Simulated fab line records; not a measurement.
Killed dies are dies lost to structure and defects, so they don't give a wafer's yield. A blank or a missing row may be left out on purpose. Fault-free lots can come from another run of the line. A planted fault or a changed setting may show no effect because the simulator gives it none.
Code-filled problem report in 8D (eight disciplines) form || flow sky130 || the parts of the form that need people (team, actions taken, sign-off) are left out

== 1. THE PROBLEM ==
Mean of dose_ions_cm2 at SKY_LDD_N_IMPLANT_11: 6.322e+13 across 6 wafers in 2 lots; on wafers with no fault it is 7.501e+13 (standard deviation 7.4e+10). That is -99 or more standard deviations from the usual mean.
First observed at day 23 10:46: wafer L759.1, on implanter-01. The record holds 18 wafers of 6 lots with a number at this step. Rule for "out", or "out of limits": more than 4 standard deviations from the usual mean. Any other wafer with a number is counted as sound.

== 2. WHAT THIS IS AND IS NOT ==
{"question": "which readings at this step", "is": "dose_ions_cm2, faraday_current_uA", "is not": "-"}
{"question": "which lots", "is": "L759, L762", "is not": "L744, L751, L753, L764"}
{"question": "which wafers of those lots", "is": "all that have a number", "is not": "-"}
{"question": "read on which tools", "is": "implanter-01", "is not": "implanter-02, implanter-04"}
{"question": "when", "is": "from day 23 10:46", "is not": "up to then (9 sound wafers); but 3 sound wafers of L764 came after"}

== 3. THE SUSPECTS, EACH WITH WHAT RULES IT OUT ==
Counting: any tool at a process step up to the reading is kept as a suspect provided that every lot that is out went through it and no sound lot did after the first of them.
- implanter-01 at SKY_LDD_N_IMPLANT_11: kept. It processed each lot that is out, first L759 at day 23 10:46, and no sound lot thereafter; up to then, the last sound lot it processed was L751 at day 20 18:35. On those wafers its own readings are out: dose_ions_cm2, faraday_current_uA.
After counting, what remains is implanter-01 at SKY_LDD_N_IMPLANT_11.

== 4. THE CAUSE (what the simulator had put in) ==
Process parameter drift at SKY_LDD_N_IMPLANT_11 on implanter-01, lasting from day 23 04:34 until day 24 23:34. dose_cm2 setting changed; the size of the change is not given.
Counting left only this tool.

== 5. THE EFFECT CHAIN, in route order ==
One row per reading whose mean, taken over the struck wafers that have a number, lies over 3 standard deviations from the usual. Only readings whose record carries a usual standard deviation are examined. hours: median over the lots of the time between each lot's start at the first step of this table that gives one and its start at this step. sigmas: the change, counted in usual standard deviations.
{"hours": 0, "step": "SKY_LDD_N_IMPLANT_11", "reading": "dose_ions_cm2", "usual": 7.501e+13, "on struck wafers": 6.322e+13, "change": -1.179e+13, "sigmas": "-99 or more"}
{"hours": 0, "step": "SKY_LDD_N_IMPLANT_11", "reading": "faraday_current_uA", "usual": 423, "on struck wafers": 355, "change": -68, "sigmas": -8.1}
Process steps it contains:
- SKY_LDD_N_IMPLANT_11

== 6. HOW IT WOULD HAVE BEEN CAUGHT EARLIER ==
6 hours passed between the start of the fault at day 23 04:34 and the first reading out of limits in this record, taken at day 23 10:46.
